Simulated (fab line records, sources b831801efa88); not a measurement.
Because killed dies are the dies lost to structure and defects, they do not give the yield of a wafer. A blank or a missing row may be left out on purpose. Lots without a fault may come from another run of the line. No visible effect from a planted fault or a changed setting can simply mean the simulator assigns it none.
8D (eight disciplines) problem report, filled in by code ; flow sky130 ; the parts of the form that need people (team, actions taken, sign-off) are left out

1. THE PROBLEM
Across 6 wafers from 2 lots, LDD_LDN_TW at SKY_LDD_LDN_TW_MEAS_13 averages 1388, while fault-free wafers read 1465 with a standard deviation of 7.5. That puts it -10 standard deviations away from the usual mean.
First observed at day 25 12:05: wafer L779.2, on filmMetro-02. The record has a number at this step for 42 wafers belonging to 14 lots. Rule for "out", or "out of limits": more than 4 standard deviations from the usual mean. All remaining wafers that have a number are taken as sound.

2. WHAT IT IS, AND WHAT IT ISN'T
question;is;is not
which readings at this step;LDD_LDN_TW;-
which lots;L779, L781;L773, L774, L775, L776, L785, L790, L791, L792, L793, L794, L795, L796
which wafers of those lots;all that have a number;-
read on which gauges;filmMetro-02, filmMetro-03;filmMetro-01
when;from day 25 12:05;"up to then (12 sound wafers); but 24 sound wafers of L785, L790, L791, L792, L793, L794, L795, L796 came after"

3. THE SUSPECTS, EACH WITH WHAT RULES IT OUT
Counting: a tool stays on the suspect list if, at a process step up to the reading, it processed all lots that are out and no sound lot following the first of them.
- ruled out: the gauge at SKY_LDD_LDN_TW_MEAS_13. Those wafers that are out were read across 2 gauges (filmMetro-02, filmMetro-03).
- implanter-03 at SKY_LDD_LDN_IMPLANT_10: ruled out as a lasting fault. Following L779 (day 25 11:43), the first lot on it that is out, the sound lots L794, L793, L795 were run on it.
Left after counting: nothing in the record.

4. THE CAUSE (what the simulator had put in)
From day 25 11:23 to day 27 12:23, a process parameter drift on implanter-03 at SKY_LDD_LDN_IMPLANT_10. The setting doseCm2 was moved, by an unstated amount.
The count ruled it out by mistake, since the rule takes a fault to strike every lot its tool runs from the start of the fault on, and this one did not do so.

5. THE CHAIN OF EFFECTS, in route order
Each row: a reading whose mean over the struck wafers that have a number lies more than 3 standard deviations from the usual. Only readings for which the record gives a usual standard deviation are gone through. hours: the time from each lot's start at the first step in this table that gives one to its start at this step, as a median over the lots. sigmas: the change in usual standard deviations.
hours;step;reading;usual;on struck wafers;change;sigmas
0;SKY_LDD_LDN_IMPLANT_10;doseIonsCm2;1.2505e+13;4.3588e+12;-8.1462e+12;-99 or more
0;SKY_LDD_LDN_IMPLANT_10;faradayCurrentUA;70.5;24.5;-46.0;-33
0;SKY_LDD_LDN_TW_MEAS_13;LDD_LDN_TW;1465;1388;-77;-10
Process steps it contains:
- SKY_LDD_LDN_IMPLANT_10

6. WHAT WOULD HAVE CAUGHT IT SOONER
In this record the first reading out of limits at a measuring or inspecting step was taken at day 25 12:05, 1 hour after the fault began at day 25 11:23.
The tool's own readings at SKY_LDD_LDN_IMPLANT_10 were out on every struck wafer that the step has a row for (doseIonsCm2, faradayCurrentUA): an alarm limit on them would have fired on the first of those.
